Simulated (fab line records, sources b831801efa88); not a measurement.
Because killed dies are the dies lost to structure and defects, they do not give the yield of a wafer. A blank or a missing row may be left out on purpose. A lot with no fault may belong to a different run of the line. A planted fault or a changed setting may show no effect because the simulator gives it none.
fab line records    flow gf180mcu
[record] lots = 24  wafers = 72  last-day = 34
route steps=602 shown V2@398 V3@444 M4@456
lots with no fault: from the same line, run without faults
start-h: the number of hours between the record's first day and the start of the first shown wafer of the lot    wait-h: hours from the lot's prior step to this one    " repeats the value in the row above    L1.1+2: one row covering several wafers at once    - no value, or no start was given    * or withheld: withheld    < > ~ a bound
route shown NAME@n: names a module that has steps shown in the file, with the first one's number in the route    usual: mean/standard deviation taken from wafers without a fault    same: alike in all rows    chamber/n: place in a boat    sites: per-site readings    _std_site: how widely they spread, as a standard deviation    _edge_site: the outer-site mean with the inner-site mean subtracted    radius-mm: for every site, how far away it sits from the centre of the wafer    mask NAME#n: copy n    behind: the last tool/chamber to shape the wafer    hold: reason for holding the lot/hours on hold/outcome of the hold    device: whichever transistor did not switch (one of n, p or np)    end of line: at the end of the route, the tests of the same wafers    a step with no rows: only its recipe    killed: count of dies lost to structure and defects at first sort (not the wafer's yield)    map: per-die view of a wafer (x killed, . not killed, _ where there is no die)
set.NAME: setting as actually run; set.NAME@STEP: the setting as run at that earlier step    model.NAME: the simulator's own value behind a step, which no gauge read
a sample of lots followed through the steps of the route, with each step as a table and each wafer as a row
services: a tool's chamber out of use, with start hour (start-h, from the record's first day; less than 0 if before it), hours out, and reason
[[steps]]
[step GF_V2_ETCH_16]
[recipe] chemistry = N2/H2  target-depth-a = withheld  overetch-a = withheld  time-s = withheld  target = BARC  ion-energy-ev = 200  source-w = 500  bias-w = 100  pressure-mtorr = 30  n2-flow-sccm = 100  h2-flow-sccm = 200
[usual] chamber-pressure-mTorr = 30.000/0.026  drypump-motor-current-A = 6.0/0.36  oes-product-au = 0.855/0.0047  throttle-valve-pct = 13.226/0.0091
lot.wafer  tool         chamber  start-h  wait-h  chamber-pressure-mTorr  drypump-motor-current-A  oes-product-au  throttle-valve-pct
L074.1     rie-diel-04  3        459.19   0.0     30.027                  6.0                      0.845           13.229
L074.3     "            0        "        "       29.981                  6.4                      0.851           13.237
L074.5     "            1        "        "       30.023                  5.9                      0.858           13.211
L075.1     rie-diel-03  3        469.83   0.0     30.021                  6.3                      0.857           13.213
L075.4     "            1        "        "       30.015                  5.6                      0.854           13.227
L075.6     "            0        "        "       30.004                  6.2                      0.850           13.228
L076.2     rie-diel-03  2        479.60   0.0     30.000                  6.0                      0.849           13.230
L076.3     "            3        "        "       29.990                  6.3                      0.860           13.225
L076.4     "            0        "        "       30.073                  6.2                      0.854           13.216
L077.1     rie-diel-02  2        483.49   0.0     29.983                  6.3                      0.853           13.234
L077.2     "            0        "        "       30.022                  5.7                      0.854           13.217
L077.3     "            1        "        "       29.968                  5.7                      0.859           13.220
L078.1     rie-diel-03  2        501.15   0.0     30.013                  5.9                      0.847           13.235
L078.3     "            3        "        "       30.021                  6.4                      0.858           13.223
L078.6     "            2        "        "       30.039                  5.9                      0.856           13.218
L079.1     rie-diel-04  2        506.48   0.0     29.977                  5.5                      0.855           13.225
L079.2     "            1        "        "       30.029                  5.9                      0.858           13.228
L079.5     "            2        "        "       29.961                  5.5                      0.860           13.241
L080.1     rie-diel-03  0        518.10   0.0     30.025                  6.2                      0.856           13.221
L080.5     "            2        "        "       30.024                  5.9                      0.853           13.230
L080.6     "            1        "        "       30.004                  5.6                      0.844           13.229
L081.2     rie-diel-03  1        535.58   0.0     29.958                  5.6                      0.851           13.236
L081.3     "            3        "        "       30.016                  6.4                      0.851           13.234
L081.5     "            1        "        "       29.967                  5.6                      0.850           13.228
L082.3     rie-diel-04  1        538.39   0.0     30.003                  5.9                      0.855           13.210
L082.4     "            0        "        "       30.000                  6.4                      0.857           13.237
L082.6     "            0        "        "       29.993                  6.4                      0.856           13.219
L083.2     rie-diel-02  3        547.34   0.0     29.978                  6.7                      0.862           13.247
L083.4     "            0        "        "       30.034                  5.7                      0.859           13.230
L083.6     "            1        "        "       29.995                  5.7                      0.849           13.240
L084.2     rie-diel-02  3        556.69   0.0     29.953                  6.7                      0.857           13.223
L084.3     "            1        "        "       29.988                  5.7                      0.859           13.226
L084.6     "            3        "        "       29.980                  6.7                      0.857           13.227
L085.3     rie-diel-02  3        562.55   0.0     29.990                  6.7                      0.856           13.229
L085.5     "            3        "        "       29.987                  6.8                      0.860           13.232
L085.6     "            2        "        "       29.992                  6.3                      0.861           13.220
L086.1     rie-diel-03  1        569.20   0.0     29.993                  5.6                      0.849           13.219
L086.2     "            3        "        "       29.995                  6.4                      0.859           13.240
L086.4     "            0        "        "       29.967                  6.2                      0.852           13.212
L087.1     rie-diel-03  1        574.39   0.0     30.008                  5.6                      0.856           13.229
L087.4     "            1        "        "       29.995                  5.6                      0.856           13.226
L087.6     "            3        "        "       29.972                  6.4                      0.855           13.231
L088.2     rie-diel-04  0        585.64   0.0     30.028                  6.4                      0.853           13.234
L088.3     "            3        "        "       29.936                  5.9                      0.846           13.211
L088.4     "            0        "        "       30.011                  6.4                      0.846           13.221
L089.1     rie-diel-02  1        589.58   0.0     30.023                  5.7                      0.859           13.238
L089.4     "            0        "        "       30.016                  5.7                      0.857           13.224
L089.6     "            1        "        "       30.027                  5.7                      0.859           13.232
L090.3     rie-diel-03  0        596.78   0.0     30.011                  6.2                      0.851           13.242
L090.5     "            2        "        "       30.005                  5.9                      0.856           13.225
L090.6     "            1        "        "       29.975                  5.6                      0.858           13.217
L091.2     rie-diel-04  1        603.93   0.0     30.026                  5.9                      0.862           13.232
L091.3     "            1        "        "       29.995                  5.9                      0.851           13.230
L091.6     "            2        "        "       30.034                  5.5                      0.852           13.213
L092.3     rie-diel-02  2        608.54   0.0     30.034                  6.3                      0.851           13.215
L092.4     "            1        "        "       29.967                  5.7                      0.862           13.233
L092.5     "            2        "        "       30.021                  6.3                      0.856           13.225
L093.1     rie-diel-04  1        619.88   0.0     30.017                  5.9                      0.859           13.219
L093.5     "            2        "        "       29.931                  5.5                      0.854           13.222
L093.6     "            1        "        "       30.034                  5.9                      0.865           13.229
L094.1     rie-diel-03  1        629.09   0.0     30.007                  5.6                      0.859           13.230
L094.2     "            0        "        "       30.033                  6.2                      0.846           13.216
L094.4     "            3        "        "       29.982                  6.4                      0.850           13.231
L095.2     rie-diel-02  3        634.89   0.0     29.992                  6.7                      0.857           13.218
L095.3     "            2        "        "       29.973                  6.3                      0.861           13.226
L095.5     "            3        "        "       29.964                  6.7                      0.853           13.224
L096.3     rie-diel-03  2        639.14   0.0     29.988                  6.0                      0.860           13.221
L096.4     "            0        "        "       29.946                  6.2                      0.866           13.229
L096.5     "            3        "        "       29.983                  6.4                      0.854           13.235
L097.1     rie-diel-03  2        644.84   0.0     30.038                  5.9                      0.851           13.240
L097.3     "            1        "        "       30.013                  5.6                      0.861           13.215
L097.6     "            0        "        "       30.018                  6.2                      0.857           13.225
[step GF_V2_ETCH_17]
[recipe] chemistry = C4F8/O2/Ar  mask-material = KrF  target = SiO2  stop-on = TiN  source-w = 1500  bias-w = 1200  pressure-mtorr = 40  c4f8-flow-sccm = withheld  O2_flow_sccm = 6  Ar_flow_sccm = 300  time-s = withheld  target-depth-a = 6300
[usual] chamber-pressure-mTorr = 40.00/0.036  oes-product-au = 0.855/0.0048
lot.wafer  tool         chamber  start-h  wait-h  chamber-pressure-mTorr  oes-product-au
L074.1     rie-diel-04  3        -        -       40.01                   0.848
L074.3     "            0        "        "       40.01                   0.853
L074.5     "            1        "        "       40.01                   0.856
L075.1     rie-diel-03  3        -        -       40.00                   0.857
L075.4     "            1        "        "       39.97                   0.857
L075.6     "            0        "        "       40.02                   0.854
L076.2     rie-diel-03  2        -        -       40.04                   0.854
L076.3     "            3        "        "       39.98                   0.851
L076.4     "            0        "        "       39.98                   0.852
L077.1     rie-diel-02  2        -        -       40.05                   0.860
L077.2     "            0        "        "       40.02                   0.861
L077.3     "            1        "        "       40.01                   0.861
L078.1     rie-diel-03  2        -        -       40.00                   0.864
L078.3     "            3        "        "       39.95                   0.861
L078.6     "            2        "        "       40.00                   0.854
L079.1     rie-diel-04  2        -        -       40.01                   0.859
L079.2     "            1        "        "       39.97                   0.853
L079.5     "            2        "        "       39.98                   0.853
L080.1     rie-diel-03  0        -        -       40.03                   0.859
L080.5     "            2        "        "       39.97                   0.852
L080.6     "            1        "        "       39.98                   0.857
L081.2     rie-diel-03  1        -        -       40.04                   0.846
L081.3     "            3        "        "       40.04                   0.854
L081.5     "            1        "        "       40.03                   0.851
L082.3     rie-diel-04  1        -        -       40.02                   0.853
L082.4     "            0        "        "       40.05                   0.855
L082.6     "            0        "        "       39.95                   0.858
L083.2     rie-diel-02  3        -        -       40.01                   0.851
L083.4     "            0        "        "       39.95                   0.852
L083.6     "            1        "        "       40.04                   0.851
L084.2     rie-diel-02  3        -        -       39.93                   0.862
L084.3     "            1        "        "       40.03                   0.846
L084.6     "            3        "        "       39.98                   0.858
L085.3     rie-diel-02  3        -        -       40.02                   0.857
L085.5     "            3        "        "       39.97                   0.852
L085.6     "            2        "        "       40.03                   0.854
L086.1     rie-diel-03  1        -        -       39.94                   0.856
L086.2     "            3        "        "       40.00                   0.856
L086.4     "            0        "        "       40.02                   0.860
L087.1     rie-diel-03  1        -        -       39.95                   0.855
L087.4     "            1        "        "       40.02                   0.861
L087.6     "            3        "        "       40.00                   0.857
L088.2     rie-diel-04  0        -        -       40.02                   0.855
L088.3     "            3        "        "       40.07                   0.859
L088.4     "            0        "        "       39.96                   0.857
L089.1     rie-diel-02  1        -        -       39.95                   0.862
L089.4     "            0        "        "       40.02                   0.851
L089.6     "            1        "        "       39.95                   0.855
L090.3     rie-diel-03  0        -        -       40.04                   0.848
L090.5     "            2        "        "       40.08                   0.848
L090.6     "            1        "        "       39.99                   0.860
L091.2     rie-diel-04  1        -        -       39.94                   0.855
L091.3     "            1        "        "       40.03                   0.858
L091.6     "            2        "        "       39.97                   0.845
L092.3     rie-diel-02  2        -        -       39.99                   0.856
L092.4     "            1        "        "       40.02                   0.856
L092.5     "            2        "        "       39.99                   0.848
L093.1     rie-diel-04  1        -        -       40.07                   0.851
L093.5     "            2        "        "       39.98                   0.853
L093.6     "            1        "        "       40.07                   0.858
L094.1     rie-diel-03  1        -        -       39.99                   0.862
L094.2     "            0        "        "       40.00                   0.861
L094.4     "            3        "        "       40.05                   0.848
L095.2     rie-diel-02  3        -        -       39.96                   0.855
L095.3     "            2        "        "       40.03                   0.855
L095.5     "            3        "        "       39.97                   0.853
L096.3     rie-diel-03  2        -        -       39.96                   0.870
L096.4     "            0        "        "       40.00                   0.858
L096.5     "            3        "        "       39.97                   0.856
L097.1     rie-diel-03  2        -        -       40.02                   0.863
L097.3     "            1        "        "       40.02                   0.852
L097.6     "            0        "        "       39.93                   0.858
[step GF_V2_SPUTTER_21]
[recipe] material = Ti  target-thk-nm = 15  chamber-pressure-pa = 5  power-w = 2500  substrate-temp-c = 200  time-s = 80.02
[usual] throttle-valve-pct = 30.6/0.97
lot.wafer  tool            chamber  start-h  wait-h  throttle-valve-pct
L074.1     pvd-sputter-04  -        459.85   0.0     31.2
L074.3     "               -        "        "       31.0
L074.5     "               -        "        "       31.4
L075.1     pvd-sputter-04  -        470.50   0.0     31.3
L075.4     "               -        "        "       31.2
L075.6     "               -        "        "       29.3
L076.2     pvd-sputter-01  -        480.26   0.0     29.8
L076.3     "               -        "        "       30.8
L076.4     "               -        "        "       29.4
L077.1     pvd-sputter-04  -        484.15   0.0     29.0
L077.2     "               -        "        "       31.3
L077.3     "               -        "        "       31.1
L078.1     pvd-sputter-01  -        501.81   0.0     30.5
L078.3     "               -        "        "       30.1
L078.6     "               -        "        "       30.4
L079.1     pvd-sputter-04  -        507.14   0.0     29.9
L079.2     "               -        "        "       31.3
L079.5     "               -        "        "       29.9
L080.1     pvd-sputter-02  -        518.82   0.0     32.7
L080.5     "               -        "        "       29.8
L080.6     "               -        "        "       32.5
L081.2     pvd-sputter-02  -        536.24   0.0     29.8
L081.3     "               -        "        "       30.8
L081.5     "               -        "        "       32.3
L082.3     pvd-sputter-04  -        539.05   0.0     31.1
L082.4     "               -        "        "       29.9
L082.6     "               -        "        "       30.0
L083.2     pvd-sputter-02  -        548.04   0.0     31.6
L083.4     "               -        "        "       29.8
L083.6     "               -        "        "       31.2
L084.2     pvd-sputter-01  -        557.35   0.0     29.2
L084.3     "               -        "        "       29.8
L084.6     "               -        "        "       30.4
L085.3     pvd-sputter-01  -        563.24   0.0     30.3
L085.5     "               -        "        "       29.4
L085.6     "               -        "        "       30.5
L086.1     pvd-sputter-04  -        569.95   0.0     31.0
L086.2     "               -        "        "       29.3
L086.4     "               -        "        "       31.4
L087.1     pvd-sputter-04  -        575.05   0.0     31.1
L087.4     "               -        "        "       31.3
L087.6     "               -        "        "       31.1
L088.2     pvd-sputter-01  -        586.37   0.0     29.7
L088.3     "               -        "        "       30.0
L088.4     "               -        "        "       30.3
L089.1     pvd-sputter-02  -        590.28   0.0     29.7
L089.4     "               -        "        "       31.5
L089.6     "               -        "        "       31.4
L090.3     pvd-sputter-04  -        597.44   0.0     31.0
L090.5     "               -        "        "       31.0
L090.6     "               -        "        "       29.9
L091.2     pvd-sputter-04  -        604.66   0.0     31.4
L091.3     "               -        "        "       30.0
L091.6     "               -        "        "       31.4
L092.3     pvd-sputter-02  -        609.21   0.0     32.5
L092.4     "               -        "        "       29.8
L092.5     "               -        "        "       29.8
L093.1     pvd-sputter-04  -        620.54   0.0     31.1
L093.5     "               -        "        "       29.8
L093.6     "               -        "        "       29.1
L094.1     pvd-sputter-02  -        629.79   0.0     32.4
L094.2     "               -        "        "       31.7
L094.4     "               -        "        "       29.9
L095.2     pvd-sputter-02  -        635.59   0.0     32.6
L095.3     "               -        "        "       30.1
L095.5     "               -        "        "       29.9
L096.3     pvd-sputter-02  -        639.81   0.0     32.7
L096.4     "               -        "        "       31.5
L096.5     "               -        "        "       32.5
L097.1     pvd-sputter-02  -        645.54   0.0     31.8
L097.3     "               -        "        "       32.5
L097.6     "               -        "        "       31.0
[step GF_V3_OVL_MEAS_15]
[usual] V3_OVL = -4/5.2
lot.wafer  tool        chamber  start-h  wait-h  V3_OVL[nm]
L074.1     overlay-01  -        509.35   0.1     1
L074.3     "           -        "        "       -5
L074.5     "           -        "        "       -2
L075.1     overlay-02  -        520.15   0.1     -8
L075.4     "           -        "        "       -4
L075.6     "           -        "        "       -6
L076.2     overlay-01  -        529.10   0.1     -6
L076.3     "           -        "        "       -6
L076.4     "           -        "        "       -7
L077.1     overlay-02  -        532.34   0.1     -3
L077.2     "           -        "        "       -9
L077.3     "           -        "        "       -4
L078.1     overlay-02  -        549.99   0.1     -6
L078.3     "           -        "        "       -1
L078.6     "           -        "        "       -8
L079.1     overlay-02  -        555.50   0.1     -3
L079.2     "           -        "        "       -1
L079.5     "           -        "        "       7
L080.1     overlay-02  -        566.20   0.1     -13
L080.5     "           -        "        "       -9
L080.6     "           -        "        "       -17
L081.2     overlay-01  -        582.76   0.1     -2
L081.3     "           -        "        "       -7
L081.5     "           -        "        "       0
L082.3     overlay-01  -        585.27   0.1     -2
L082.4     "           -        "        "       1
L082.6     "           -        "        "       0
L083.2     overlay-02  -        593.70   0.1     2
L083.4     "           -        "        "       -4
L083.6     "           -        "        "       -1
L084.2     overlay-01  -        602.90   0.1     -2
L084.3     "           -        "        "       -8
L084.6     "           -        "        "       0
L085.3     overlay-02  -        607.97   0.1     -3
L085.5     "           -        "        "       -7
L085.6     "           -        "        "       -3
L086.1     overlay-02  -        615.70   0.1     -7
L086.2     "           -        "        "       -2
L086.4     "           -        "        "       -5
L087.1     overlay-02  -        619.10   0.1     2
L087.4     "           -        "        "       -4
L087.6     "           -        "        "       -2
L088.2     overlay-01  -        630.00   0.1     -9
L088.3     "           -        "        "       -6
L088.4     "           -        "        "       2
L089.1     overlay-01  -        634.25   0.1     1
L089.4     "           -        "        "       -1
L089.6     "           -        "        "       -9
L090.3     overlay-02  -        639.76   0.1     4
L090.5     "           -        "        "       8
L090.6     "           -        "        "       9
L091.2     overlay-02  -        648.46   0.1     9
L091.3     "           -        "        "       9
L091.6     "           -        "        "       9
L092.3     overlay-02  -        651.36   0.1     -6
L092.4     "           -        "        "       -7
L092.5     "           -        "        "       -1
L093.1     overlay-01  -        662.69   0.1     -2
L093.5     "           -        "        "       -3
L093.6     "           -        "        "       0
L094.1     overlay-02  -        670.05   0.1     -14
L094.2     "           -        "        "       -10
L094.4     "           -        "        "       -9
L095.2     overlay-02  -        679.00   0.1     -3
L095.3     "           -        "        "       8
L095.5     "           -        "        "       -5
L096.3     overlay-01  -        682.41   0.1     -3
L096.4     "           -        "        "       -9
L096.5     "           -        "        "       -3
L097.1     overlay-01  -        685.94   0.1     3
L097.3     "           -        "        "       -1
L097.6     "           -        "        "       5
[step GF_M4_SPUTTER_00]
[recipe] material = Ti  target-thk-nm = 37.5  arriving-ion-energy-ev = 80  substrate-temp-c = 200  chamber-pressure-pa = 2  power-w = 4000  time-s = 150
[usual] throttle-valve-pct = 30.2/1.3
lot.wafer  tool            chamber  start-h  wait-h  throttle-valve-pct
L074.1     pvd-sputter-03  -        510.74   0.1     29.6
L074.3     "               -        "        "       28.1
L074.5     "               -        "        "       29.8
L075.1     pvd-sputter-03  -        521.54   0.1     28.1
L075.4     "               -        "        "       30.1
L075.6     "               -        "        "       28.1
L076.2     pvd-sputter-03  -        530.49   0.2     30.1
L076.3     "               -        "        "       28.3
L076.4     "               -        "        "       29.7
L077.1     pvd-sputter-04  -        533.75   0.2     29.8
L077.2     "               -        "        "       29.2
L077.3     "               -        "        "       31.4
L078.1     pvd-sputter-02  -        551.39   0.2     31.1
L078.3     "               -        "        "       32.7
L078.6     "               -        "        "       31.5
L079.1     pvd-sputter-02  -        556.89   0.1     31.1
L079.2     "               -        "        "       29.8
L079.5     "               -        "        "       32.7
L080.1     pvd-sputter-02  -        567.62   0.2     29.9
L080.5     "               -        "        "       29.7
L080.6     "               -        "        "       31.7
L081.2     pvd-sputter-04  -        584.18   0.1     31.3
L081.3     "               -        "        "       30.7
L081.5     "               -        "        "       30.8
L082.3     pvd-sputter-02  -        586.65   0.1     31.2
L082.4     "               -        "        "       32.6
L082.6     "               -        "        "       31.2
L083.2     pvd-sputter-02  -        595.45   0.2     29.9
L083.4     "               -        "        "       29.6
L083.6     "               -        "        "       31.9
L084.2     pvd-sputter-03  -        604.28   0.1     29.9
L084.3     "               -        "        "       29.4
L084.6     "               -        "        "       29.6
L085.3     pvd-sputter-03  -        609.47   0.2     28.3
L085.5     "               -        "        "       29.8
L085.6     "               -        "        "       28.3
L086.1     pvd-sputter-04  -        617.19   0.2     28.9
L086.2     "               -        "        "       31.3
L086.4     "               -        "        "       29.9
L087.1     pvd-sputter-02  -        620.59   0.1     31.6
L087.4     "               -        "        "       32.7
L087.6     "               -        "        "       31.1
L088.2     pvd-sputter-04  -        631.41   0.2     28.9
L088.3     "               -        "        "       29.9
L088.4     "               -        "        "       30.8
L089.1     pvd-sputter-04  -        635.92   0.2     29.2
L089.4     "               -        "        "       31.3
L089.6     "               -        "        "       30.1
L090.3     pvd-sputter-04  -        641.14   0.1     31.3
L090.5     "               -        "        "       29.7
L090.6     "               -        "        "       31.3
L091.2     pvd-sputter-03  -        649.84   0.2     29.8
L091.3     "               -        "        "       30.0
L091.6     "               -        "        "       29.8
L092.3     pvd-sputter-04  -        653.28   0.2     29.0
L092.4     "               -        "        "       30.0
L092.5     "               -        "        "       29.2
L093.1     pvd-sputter-04  -        664.19   0.2     31.1
L093.5     "               -        "        "       31.3
L093.6     "               -        "        "       31.5
L094.1     pvd-sputter-03  -        671.64   0.2     29.7
L094.2     "               -        "        "       28.4
L094.4     "               -        "        "       28.2
L095.2     pvd-sputter-02  -        680.69   0.1     32.5
L095.3     "               -        "        "       29.9
L095.5     "               -        "        "       32.6
L096.3     pvd-sputter-03  -        683.79   0.2     28.3
L096.4     "               -        "        "       28.3
L096.5     "               -        "        "       28.2
L097.1     pvd-sputter-02  -        687.46   0.1     32.5
L097.3     "               -        "        "       31.7
L097.6     "               -        "        "       29.8
[step GF_M4_SPUTTER_04]
[recipe] material = TiN  target-thk-nm = 50  power-w = 6500  time-s = 41.7  chamber-pressure-pa = 0.4
[usual] throttle-valve-pct = 30.2/1.3
lot.wafer  tool            chamber  start-h  wait-h  throttle-valve-pct
L074.1     pvd-sputter-03  -        510.92   0.0     29.5
L074.3     "               -        "        "       28.4
L074.5     "               -        "        "       29.8
L075.1     pvd-sputter-03  -        521.72   0.0     28.2
L075.4     "               -        "        "       29.9
L075.6     "               -        "        "       28.6
L076.2     pvd-sputter-03  -        530.67   0.0     30.0
L076.3     "               -        "        "       28.2
L076.4     "               -        "        "       29.4
L077.1     pvd-sputter-04  -        533.93   0.0     30.0
L077.2     "               -        "        "       29.1
L077.3     "               -        "        "       31.2
L078.1     pvd-sputter-02  -        551.57   0.0     31.7
L078.3     "               -        "        "       32.5
L078.6     "               -        "        "       31.5
L079.1     pvd-sputter-02  -        557.07   0.0     31.3
L079.2     "               -        "        "       29.9
L079.5     "               -        "        "       32.7
L080.1     pvd-sputter-02  -        567.80   0.0     30.0
L080.5     "               -        "        "       29.7
L080.6     "               -        "        "       31.8
L081.2     pvd-sputter-04  -        584.36   0.0     31.1
L081.3     "               -        "        "       31.1
L081.5     "               -        "        "       31.3
L082.3     pvd-sputter-02  -        586.83   0.0     30.8
L082.4     "               -        "        "       32.8
L082.6     "               -        "        "       31.2
L083.2     pvd-sputter-02  -        595.65   0.0     29.9
L083.4     "               -        "        "       29.9
L083.6     "               -        "        "       31.7
L084.2     pvd-sputter-03  -        604.46   0.0     30.1
L084.3     "               -        "        "       29.9
L084.6     "               -        "        "       30.1
L085.3     pvd-sputter-03  -        609.65   0.0     28.3
L085.5     "               -        "        "       30.1
L085.6     "               -        "        "       28.3
L086.1     pvd-sputter-04  -        617.38   0.0     29.3
L086.2     "               -        "        "       31.2
L086.4     "               -        "        "       29.8
L087.1     pvd-sputter-02  -        620.78   0.0     31.6
L087.4     "               -        "        "       32.6
L087.6     "               -        "        "       30.7
L088.2     pvd-sputter-04  -        631.59   0.0     29.2
L088.3     "               -        "        "       30.1
L088.4     "               -        "        "       31.2
L089.1     pvd-sputter-04  -        636.10   0.0     29.0
L089.4     "               -        "        "       31.3
L089.6     "               -        "        "       29.8
L090.3     pvd-sputter-04  -        641.32   0.0     31.1
L090.5     "               -        "        "       29.7
L090.6     "               -        "        "       31.2
L091.2     pvd-sputter-03  -        650.02   0.0     29.7
L091.3     "               -        "        "       30.0
L091.6     "               -        "        "       30.1
L092.3     pvd-sputter-04  -        653.46   0.0     29.1
L092.4     "               -        "        "       30.1
L092.5     "               -        "        "       29.2
L093.1     pvd-sputter-04  -        664.37   0.0     31.2
L093.5     "               -        "        "       31.1
L093.6     "               -        "        "       31.1
L094.1     pvd-sputter-03  -        671.82   0.0     29.5
L094.2     "               -        "        "       28.1
L094.4     "               -        "        "       28.3
L095.2     pvd-sputter-02  -        680.87   0.0     32.5
L095.3     "               -        "        "       29.6
L095.5     "               -        "        "       32.7
L096.3     pvd-sputter-03  -        683.97   0.0     28.4
L096.4     "               -        "        "       28.4
L096.5     "               -        "        "       28.1
L097.1     pvd-sputter-02  -        687.64   0.0     32.7
L097.3     "               -        "        "       31.6
L097.6     "               -        "        "       29.6
[[services]]
tool            chamber  start-h  hours  kind
pvd-sputter-02  -        450.71   1.6    repair
pvd-sputter-02  -        483.15   5.4    repair
pvd-sputter-03  -        537.30   2.6    repair
rie-diel-02     2        537.94   11.6   repair
rie-diel-03     2        544.55   7.0    repair
rie-diel-02     1        561.64   5.3    repair
rie-diel-03     0        572.66   4.2    repair
rie-diel-04     2        576.37   13.7   repair
rie-diel-04     1        585.36   1.4    repair
pvd-sputter-04  -        590.88   3.8    repair
rie-diel-03     -        592.26   3.8    repair
rie-diel-03     0        592.40   2.6    repair
rie-diel-04     3        596.91   9.0    repair
rie-diel-04     0        602.13   9.8    repair
rie-diel-03     2        607.44   3.9    repair
rie-diel-03     2        622.84   10.3   repair
rie-diel-04     2        624.65   5.0    repair
rie-diel-03     -        629.23   0.6    repair
rie-diel-03     2        633.67   1.3    repair
pvd-sputter-02  -        636.00   1.7    repair
rie-diel-03     2        647.51   10.2   repair
rie-diel-03     0        654.24   7.3    repair
pvd-sputter-02  -        660.21   3.0    repair
rie-diel-03     2        680.61   15.2   repair
[[key]]
fault none
